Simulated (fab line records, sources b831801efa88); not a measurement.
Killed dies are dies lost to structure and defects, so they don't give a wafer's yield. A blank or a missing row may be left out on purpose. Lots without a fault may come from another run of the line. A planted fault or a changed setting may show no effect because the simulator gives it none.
Which tool did it? | flow sky130 | 13 lots, 39 wafers sampled, at 2 steps of a route of 708

WHAT THE GAUGES READ, wafer by wafer
SKY_CONTACT_THK_MEAS_01. Usual: CONTACT_CVD_00_THK 75.0 nm, standard deviation 0.88.
lot  | measured     | on            | CONTACT_CVD_00_THK (nm) | flag
L134 | day 30 11:46 | film_metro-02 | 74.8 74.6 75.7          |
L136 | day 31 00:46 | film_metro-01 | 75.1 76.0 76.6          |
L135 | day 31 06:06 | film_metro-01 | 73.4 74.2 74.6          |
L142 | day 33 14:14 | film_metro-02 | 74.4 74.7 75.4          |
L147 | day 34 21:19 | film_metro-01 | 74.5 75.1 75.2          |
L148 | day 35 06:28 | film_metro-02 | 74.3 76.3 76.0          |
L149 | day 35 14:09 | film_metro-01 | 75.7 74.5 75.1          |
L150 | day 35 17:04 | film_metro-02 | 75.1 75.6 75.9          |
L151 | day 36 11:39 | film_metro-03 | 75.9 73.7 74.8          |
L153 | day 36 19:02 | film_metro-01 | 75.1 76.4 75.8          |
L152 | day 36 22:16 | film_metro-02 | 75.0 75.3 75.0          |
L155 | day 37 04:11 | film_metro-03 | 75.9 75.9 75.6          |
L157 | day 37 17:23 | film_metro-03 | 76.2 74.3 75.8          |

SKY_CONTACT_BOW_MEAS_05. Usual: CONTACT_BOW 81 um, standard deviation 6.4.
lot  | measured     | on            | CONTACT_BOW (um) | flag
L134 | day 30 12:17 | film_metro-03 | 77 72 69         |
L136 | day 31 01:16 | film_metro-02 | 80 86 89         |
L135 | day 31 06:38 | film_metro-02 | 79 92 75         |
L142 | day 33 14:44 | film_metro-02 | 82 77 76         |
L147 | day 34 21:49 | film_metro-02 | 74 72 84         |
L148 | day 35 06:58 | film_metro-02 | 81 76 84         |
L149 | day 35 14:40 | film_metro-02 | 77 88 81         |
L150 | day 35 17:34 | film_metro-02 | 78 73 92         |
L151 | day 36 12:08 | film_metro-01 | 81 81 78         |
L153 | day 36 19:31 | film_metro-03 | 81 73 80         |
L152 | day 36 22:46 | film_metro-01 | 86 86 86         |
L155 | day 37 04:42 | film_metro-01 | 82 82 77         |
L157 | day 37 17:52 | film_metro-01 | 71 88 89         |

WHICH TOOL RAN EACH LOT (tool, then ch and the chambers of the sampled wafers, then the start)
The record holds no process step before these readings.

WHAT THE TOOLS THEMSELVES READ (means of the sampled wafers that have a number; where no wafer has one, the mark that the record gives instead)
The record holds no such reading with a usual standard deviation.

THE ANSWER, worked out from the rows above alone
Rule: a lot is off if the mean of its wafers that have a number lies more than 3 standard deviations from the usual mean. A lot without any number at a reading at which 4 lots or more have one is off too. The other lots that the step has rows for count as sound. The gauges are gone through in route order, then the tools' own readings, and for those a lot's mean is taken as printed above. The first step at which some lot is off is used, and at that step the reading that is off furthest; a lot without a number counts as furthest.
No lot is off at any reading shown: from this, nothing can be told.

WHAT THE SIMULATOR HAD PUT IN
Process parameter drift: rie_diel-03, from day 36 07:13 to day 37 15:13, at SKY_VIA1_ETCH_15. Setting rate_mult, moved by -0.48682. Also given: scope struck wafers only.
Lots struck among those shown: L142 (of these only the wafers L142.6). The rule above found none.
